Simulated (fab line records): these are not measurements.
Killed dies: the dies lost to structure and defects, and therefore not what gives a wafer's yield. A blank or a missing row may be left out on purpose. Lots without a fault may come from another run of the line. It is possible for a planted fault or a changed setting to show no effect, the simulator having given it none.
Problem report in the 8D (eight disciplines) form, filled by code | flow sky130 | the parts of the form that need people (team, actions taken, sign-off) are left out

== 1. THE PROBLEM ==
Mean VIA1_HDPCVD_THK at SKY_VIA1_THK_MEAS_01: 348 nm over 9 wafers in 3 lots; fault-free wafers: 1027 nm, standard deviation 11. Measured from the usual mean, that is -62 standard deviations.
The first sign was on wafer L276.2 at day 35 21:01, on film_metro-01. The record has a number at this step for 45 wafers belonging to 15 lots. The rule behind "out" and "out of limits": a value lying over 4 standard deviations away from the usual mean. The other wafers with a number count as sound.

== 2. WHAT IT IS AND WHAT IT IS NOT ==
question                    | is                                          | is not
which readings at this step | VIA1_HDPCVD_THK                             | -
which lots                  | L276, L278, L280                            | L268, L269, L270, L271, L272, L273, L274, L279, L285, L288, L289, L291
which wafers of those lots  | all that have a number                      | -
read on which gauges        | film_metro-01, film_metro-02, film_metro-03 | -
when                        | from day 35 21:01                           | up to then (21 sound wafers); but 15 sound wafers of L279, L285, L288, L289, L291 came after

== 3. WHAT RULES OUT EACH SUSPECT ==
Counting: any tool at a process step up to the reading is kept as a suspect provided that every lot that is out went through it and no sound lot did after the first of them.
- ruled out: the gauge at SKY_VIA1_THK_MEAS_01. Those wafers that are out were read across 3 gauges (film_metro-01, film_metro-02, film_metro-03).
- hdpcvd-02 at SKY_VIA1_HDPCVD_00 (deposits SiO2, target thk 1030 nm, time 171.7 s): ruled out as a lasting fault. Following L276 (day 35 20:53), the first lot on it that is out, the sound lots L288, L289 were run on it.
Left after counting: nothing in the record.

== 4. THE CAUSE (what the simulator had put in) ==
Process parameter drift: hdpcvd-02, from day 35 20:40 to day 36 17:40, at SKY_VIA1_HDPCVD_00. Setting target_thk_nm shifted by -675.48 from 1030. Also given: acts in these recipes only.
The count ruled it out by mistake, since the rule takes a fault to strike every lot its tool runs from the start of the fault on, and this one did not do so.

== 5. SEQUENCE OF EFFECTS, ordered by route ==
Each row: a reading where the mean over the struck wafers with a number is more than 3 standard deviations away from the usual. Readings are gone through only where the record gives a usual standard deviation; hours: the median, over the lots, of the time from a lot's start at the first step in this table giving one to that lot's start at this step; sigmas: the change measured in usual standard deviations.
hours | step                 | reading         | usual   | on struck wafers | change | sigmas
0     | SKY_VIA1_THK_MEAS_01 | VIA1_HDPCVD_THK | 1027 nm | 348              | -679   | -62
Later steps that measure or inspect, where all struck wafers having a row at the step show a number for every such reading and not one has moved that far: SKY_VIA1_OVL_MEAS_13.

== 6. HOW IT WOULD HAVE BEEN CAUGHT EARLIER ==
In this record the first reading out of limits at a measuring or inspecting step was taken at day 35 21:01, 0 hours after the fault began at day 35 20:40.
